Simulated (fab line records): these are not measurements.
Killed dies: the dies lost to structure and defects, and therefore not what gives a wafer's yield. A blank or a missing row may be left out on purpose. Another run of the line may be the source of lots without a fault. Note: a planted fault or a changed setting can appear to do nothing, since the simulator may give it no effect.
Check of tool commonality + flow gf180mcu + Sampled: 13 lots, 39 wafers

## REASON IT WAS OPENED
GF_LVPWELL_TW_MEAS_11, reading LVPWELL_TW: flagged on 2 of 13 lots. Wafers without a fault read 557.1, standard deviation 2.8.
Rule: a lot is flagged in two cases, either no wafer of it has a number, or all its wafers with numbers fall more than 4 standard deviations from that mean. The other lots count as sound.

| lot  | measured    | on            | LVPWELL_TW, wafer by wafer | flag    |
|------|-------------|---------------|----------------------------|---------|
| L151 | day 3 23:47 | film metro-01 | 559.4 558.5 557.9          |         |
| L152 | day 4 04:51 | film metro-04 | 552.2 558.1 553.4          |         |
| L153 | day 4 10:58 | film metro-04 | 553.4 558.3 552.0          |         |
| L156 | day 5 01:44 | film metro-04 | 555.6 558.1 554.4          |         |
| L159 | day 5 17:41 | film metro-04 | 523.4 522.7 518.3          | FLAGGED |
| L160 | day 6 00:11 | film metro-04 | 525.0 524.1 528.4          | FLAGGED |
| L162 | day 6 11:19 | film metro-04 | 559.1 559.7 558.0          |         |
| L168 | day 7 19:17 | film metro-04 | 558.5 560.9 558.6          |         |
| L169 | day 8 02:05 | film metro-03 | 561.8 559.7 560.5          |         |
| L170 | day 8 08:05 | film metro-03 | 556.5 559.7 560.0          |         |
| L171 | day 8 14:58 | film metro-04 | 559.2 559.6 557.2          |         |
| L173 | day 9 00:46 | film metro-04 | 556.1 554.8 553.7          |         |
| L174 | day 9 06:37 | film metro-01 | 557.1 555.7 557.4          |         |
The numbers of the flagged lots are 523.6 on average: -33.5 against the usual, or -12 standard deviations.

## TOOL THAT RAN EACH LOT
The record keeps 1 process step preceding the reading, out of 602 steps on the route. Cell contents, in order: the tool; ch with the chambers the sampled wafers went through; the start.
| lot  | flag    | GF_LVPWELL_IMPLANT_09          |
|------|---------|--------------------------------|
| L151 |         | implanter-02 ch 0, day 3 23:34 |
| L152 |         | implanter-04 ch 0, day 4 04:38 |
| L153 |         | implanter-01 ch 0, day 4 10:44 |
| L156 |         | implanter-02 ch 0, day 5 01:31 |
| L159 | FLAGGED | implanter-02 ch 0, day 5 17:26 |
| L160 | FLAGGED | implanter-02 ch 0, day 5 23:58 |
| L162 |         | implanter-04 ch 0, day 6 11:04 |
| L168 |         | implanter-04 ch 0, day 7 19:04 |
| L169 |         | implanter-01 ch 0, day 8 01:50 |
| L170 |         | implanter-04 ch 0, day 8 07:50 |
| L171 |         | implanter-04 ch 0, day 8 14:43 |
| L173 |         | implanter-01 ch 0, day 9 00:31 |
| L174 |         | implanter-01 ch 0, day 9 06:19 |
These steps, and what they do:
- GF_LVPWELL_IMPLANT_09
- GF_LVPWELL_TW_MEAS_11

## FLAGGED AGAINST TOTAL, ONE TOOL AT A TIME (gauges that did the reading follow at the end)
| step                  | tool          | lots run | flagged | share of the flagged lots | sound lots run after its first flagged lot |
|-----------------------|---------------|----------|---------|---------------------------|--------------------------------------------|
| GF_LVPWELL_IMPLANT_09 | implanter-01  | 4        | 0       | none                      | -                                          |
| GF_LVPWELL_IMPLANT_09 | implanter-02  | 4        | 2       | all                       | 0                                          |
| GF_LVPWELL_IMPLANT_09 | implanter-04  | 5        | 0       | none                      | -                                          |
| GF_LVPWELL_TW_MEAS_11 | film metro-01 | 2        | 0       | none                      | -                                          |
| GF_LVPWELL_TW_MEAS_11 | film metro-03 | 2        | 0       | none                      | -                                          |
| GF_LVPWELL_TW_MEAS_11 | film metro-04 | 9        | 2       | all                       | 4 (L162,L168,L171,L173)                    |

## WHAT THE TABLE PERMITS
In 2 table rows, all flagged lots were run: implanter-02 (GF_LVPWELL_IMPLANT_09), film metro-04 (GF_LVPWELL_TW_MEAS_11).
- implanter-02 at GF_LVPWELL_IMPLANT_09: 2 of its 4 lots flagged. It ran its last sound lot, L156, at day 5 01:31 and its first flagged lot, L159, at day 5 17:26: a fault with its onset between the two fits. Its own readings (dose ions cm2, faraday current uA) fall more than 4 standard deviations out on all wafers of the flagged lots.
- film metro-04 at GF_LVPWELL_TW_MEAS_11: 2 of its 9 lots flagged. Lots that were sound ran on it after the first flagged one (L162, L168, L171, L173); a persistent fault on the entire tool would not allow that.
Left over: one tool, implanter-02 at GF_LVPWELL_IMPLANT_09.

## WHAT THE SIMULATOR HAD INSERTED
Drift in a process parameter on implanter-02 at GF_LVPWELL_IMPLANT_09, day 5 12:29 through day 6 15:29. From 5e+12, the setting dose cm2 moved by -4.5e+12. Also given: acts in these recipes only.
Struck lots among those shown: L159, L160. The same result came from the rule above.
